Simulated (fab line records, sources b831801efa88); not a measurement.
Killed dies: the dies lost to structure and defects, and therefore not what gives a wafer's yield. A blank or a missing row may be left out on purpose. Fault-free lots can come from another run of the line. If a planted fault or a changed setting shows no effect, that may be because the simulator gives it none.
Which tool did it? ; flow sky130 ; 14 lots, 42 wafers sampled, at 2 steps of a route of 708

== WHAT THE GAUGES SHOWED, per wafer ==
The record holds no reading of a measuring or inspecting step that can be judged against a usual standard deviation.

== WHAT TOOL EACH LOT RAN ON (gives the tool, then ch and the chambers of the sampled wafers, and finally the start) ==
lot;SKY_CAPM_STRIP_15;SKY_PAD_OPEN_PROBE_99
L453;wetBench-01 ch 1, day 38 01:25;prober-02, day 46 04:35
L454;wetBench-03 ch 0, day 38 07:40;prober-01, day 46 10:19
L455;wetBench-02 ch 0, day 39 09:58;prober-02, day 47 09:01
L456;wetBench-01 ch 3, day 39 17:27;prober-01, day 47 14:11
L458;wetBench-01 ch 0, day 40 09:05;prober-01, day 48 02:50
L459;wetBench-01 ch 3, day 40 13:09;prober-02, day 48 06:17
L462;wetBench-03 ch 2, day 41 04:20;prober-01, day 48 16:29
L460;wetBench-02 ch 3, day 41 05:19;prober-02, day 48 17:58
L461;wetBench-01 ch 1, day 41 06:37;prober-01, day 48 19:04
L463;wetBench-03 ch 0, day 41 11:53;prober-02, day 49 00:23
L466;wetBench-01 ch 3, day 42 00:41;prober-01, day 49 11:29
L471;wetBench-01 ch 0, day 43 17:58;prober-02, day 50 15:35
L473;wetBench-03 ch 0, day 43 21:07;prober-01, day 50 18:11
L474;wetBench-01 ch 2, day 44 04:29;prober-01, day 50 23:32
- SKY_CAPM_STRIP_15: strips in post etch residue remover, time 1200 s.
- SKY_PAD_OPEN_PROBE_99

== AS READ BY THE TOOLS THEMSELVES (means over the sampled wafers that have a number; for cases with no such wafer, the mark the record gives instead) ==
SKY_PAD_OPEN_PROBE_99. Usual: defectLimitedYield 82.7 %, standard deviation 1.9; killed_at_M0_to_M3 43, standard deviation 6.8; killed_at_M4_up 3.0, standard deviation 1.8; killedAtContacts 23, standard deviation 5.4; killedAtFrontEnd 15, standard deviation 4.4; killedAtOther 0.3, standard deviation 0.51; killedDies 85, standard deviation 9.2; killedOnRim 17, standard deviation 3.7; killedOpen 47, standard deviation 6.8; killedShort 39, standard deviation 6.8; sort_bin_3_pad_short 0.8 %, standard deviation 0.43; sort_bin_5_function 10.3 %, standard deviation 1.5; sort_bin_6_memory 6.2 %, standard deviation 0.96; sortNPass 407, standard deviation 9.2; sortYieldPct 82.7 %, standard deviation 1.9.
lot;tool;defectLimitedYield (%);killed_at_M0_to_M3;killed_at_M4_up;killedAtContacts;killedAtFrontEnd;killedAtOther;killedDies;killedOnRim;killedOpen;killedShort;sort_bin_3_pad_short (%);sort_bin_5_function (%);sort_bin_6_memory (%);sortNPass;sortYieldPct (%);flag
L453;prober-02;82.5;43;1.7;19;21;0.3;86;16;43;43;1.2;10.5;5.8;406;82.5;
L454;prober-01;82.9;48;3.7;22;11;0.0;84;19;49;35;0.9;9.8;6.4;408;82.9;
L455;prober-02;82.9;36;3.0;29;16;0.3;84;17;42;42;1.1;9.9;6.0;408;82.9;
L456;prober-01;82.4;44;2.0;20;20;0.7;87;18;49;38;0.8;10.4;6.4;405;82.4;
L458;prober-01;83.5;42;2.3;26;11;0.3;81;16;47;34;0.7;9.8;6.0;411;83.5;
L459;prober-02;85.1;35;3.3;20;15;0.0;73;16;37;36;0.8;8.6;5.5;419;85.1;
L462;prober-01;82.9;44;3.7;20;16;0.3;84;17;46;38;0.6;10.2;6.2;408;82.9;
L460;prober-02;84.1;41;3.0;22;12;0.3;78;16;41;37;0.7;9.7;5.4;414;84.1;
L461;prober-01;83.9;39;3.7;22;14;0.7;79;16;46;34;0.4;9.7;6.0;413;83.9;
L463;prober-02;81.9;46;3.7;20;19;0.3;89;19;46;43;1.1;9.7;7.2;403;81.9;
L466;prober-01;82.1;43;2.0;20;23;0.0;88;19;47;41;1.0;9.8;7.1;404;82.1;
L471;prober-02;74.8;37;3.0;20;17;47.3;124;17;44;33;2.4;16.0;6.8;368;74.8;OFF
L473;prober-01;83.3;44;3.3;24;10;0.7;82;15;48;34;0.5;10.3;5.8;410;83.3;
L474;prober-01;74.4;50;2.7;25;14;34.0;126;26;51;41;1.7;17.1;6.7;366;74.4;OFF

== THE ANSWER, worked out from the rows above alone ==
Rule: lot off if the mean of its wafers having a number is beyond 3 standard deviations from the usual mean. A lot without any number at a reading at which 4 lots or more have one is off too. The other lots that the step has rows for count as sound. After the gauges, taken in route order, come the tools' own readings; for these a lot's mean is taken, as printed above. The first step at which some lot is off is used, and at that step the reading that is off furthest; a lot without a number counts as furthest.
Off: L471, L474, at SKY_PAD_OPEN_PROBE_99 (killedAtOther).
A tool fits if, at that step or a process step before it, it ran every lot that is off, and no sound lot after the first of them. One candidate fits, namely wetBench-01 at SKY_CAPM_STRIP_15. Its last sound lot is L466 (day 42 00:41), its first lot that is off L471 (day 43 17:58): a fault that began between those two fits.

== WHAT THE SIMULATOR HAD INSERTED ==
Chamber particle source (wetBench-01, SKY_CAPM_STRIP_15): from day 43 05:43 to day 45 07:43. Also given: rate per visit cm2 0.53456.
Lots struck among those shown: L471, L474. The rule above found the same.
